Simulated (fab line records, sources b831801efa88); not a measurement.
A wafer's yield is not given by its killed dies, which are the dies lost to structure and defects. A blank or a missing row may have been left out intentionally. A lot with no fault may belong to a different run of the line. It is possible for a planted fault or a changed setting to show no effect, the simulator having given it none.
Struck lot and sound lot, side by side ; flow sky130 ; 15 steps out of a route of 708
Sound: these wafers, L552.1, L552.4, L552.5. Struck: wafers L560.1, L560.3, L560.6. At the end, the cause is stated.
Each step with rows lists, per side, the tool, then ch with its chambers, then its first start. Under that, the readings that differ: sound wafers ; struck wafers ; difference of the means ; sigmas: that difference in standard deviations of wafers without a fault.
alike: words and numbers the same on both sides, and readings whose means are apart by under 2 such deviations; not compared: readings that were withheld, readings missing a value for some wafer, numbers with overlapping values and no deviation given by the record, and bounds like >300 which may hide the same value.
A row with sigmas, a row that says differs or no value, or rows on one side alone: a step with any of these is where the two part. Numbers that don't overlap but have no deviation are shown without sigmas and don't part them. A reading missing from all wafers of one side parts the sides only when that side holds two or more wafers.

first, 3 steps without rows for these wafers: SKY_CONTACT_STRIP_20 (strips in post etch residue remover, time 1200 s); SKY_CONTACT_CLEAN_21 (cleans in IPA, time 180 s); SKY_CONTACT_CLEAN_22 (cleans in O3/DIW).
SKY_CONTACT_SPUTTER_23: material TiN, target thk 20 nm, time 80 s.
  struck on pvd sputter-03, day 34 20:22; sound on pvd sputter-03, day 31 23:15
  alike: chamber pressure pa, throttle valve pct
SKY_CONTACT_CVD_24: deposits W, target thk 340 nm, time 102.12 s.
  sound on cvd w-02 ch 0,1, day 31 23:19; struck on cvd w-01 ch 0,1, day 34 20:25
  alike: heater power w
SKY_CONTACT_RS_MEAS_25: uses a four-point probe to measure.
  struck on film metro-03, day 34 20:32; sound on film metro-02, day 31 23:25
  alike: CONTACT_W_RS
SKY_CONTACT_THK_MEAS_26: measures by xrf.
  struck on film metro-03, day 34 20:39; sound on film metro-02, day 31 23:32
  alike: CONTACT_W_THK
SKY_CONTACT_CMP_27: polishes, stops on SiO2, t overpolish 15 s, target thk 0 nm.
  sound on cmp-02 ch 1,2,3, day 31 23:39; struck on cmp-02 ch 1,3, day 34 20:43
  alike: motor current A, overpolish run s, slurry filter dp kPa, time to endpoint s
then, 1 step without rows for these wafers: SKY_METAL1_SPUTTER_00 (material Ti, target thk 15 nm, time 10 s).
SKY_METAL1_SPUTTER_01: material TiN, target thk 20 nm, time 16.7 s.
  struck on pvd sputter-04, day 34 21:02; sound on pvd sputter-04, day 31 23:55
  alike: chamber pressure pa, throttle valve pct
SKY_METAL1_SPUTTER_02: material AlCu, target thk 250 nm, time 13.3 s.
  struck on pvd sputter-04, day 34 21:04; sound on pvd sputter-04, day 31 23:56
  alike: chamber pressure pa, throttle valve pct
then, 1 step without rows for these wafers: SKY_METAL1_SPUTTER_03 (material Ti, target thk 5 nm, time 3.3 s).
SKY_METAL1_SPUTTER_04: material TiN, target thk 70 nm, time 58.3 s.
  struck on pvd sputter-04, day 34 21:06; sound on pvd sputter-04, day 31 23:59
reading;sound;struck;difference;sigmas
chamber pressure pa (Pa);0.4012 0.4008 0.3996;0.4471 0.4467 0.4472;+0.0465;+60
  alike: throttle valve pct
SKY_METAL1_RS_MEAS_05: uses a four-point probe to measure.
  struck on film metro-01, day 34 21:09; sound on film metro-04, day 32 00:02
  alike: METAL1_ALCU_RS
-- the record jumps here: 13 days lie between the struck wafers' starts before and after (it left off in module METAL1 and takes up again in module PAD_OPEN, whose first step shown is number 708 of the route) --
SKY_PAD_OPEN_PROBE_99:
  struck on prober-01, day 48 05:36; sound on prober-01, day 45 23:11
  alike: defect limited yield, killed_at_M0_to_M3, killed_at_M4_up, killed at contacts, killed at front end, killed at other, killed dies, killed open, killed short, sort_bin_3_pad_short, sort_bin_5_function, sort_bin_6_memory, sort n pass, sort yield pct

== WHERE THEY PART ==
Within this record, at SKY_METAL1_SPUTTER_04 only. Later steps at which nothing parts them and some readings are alike: SKY_METAL1_RS_MEAS_05, SKY_PAD_OPEN_PROBE_99.

WHY: the cause the simulator had injected
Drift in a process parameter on pvd sputter-04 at SKY_METAL1_SPUTTER_04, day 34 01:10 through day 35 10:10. Setting chamber pressure pa shifted by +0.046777 from 0.4. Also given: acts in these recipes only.
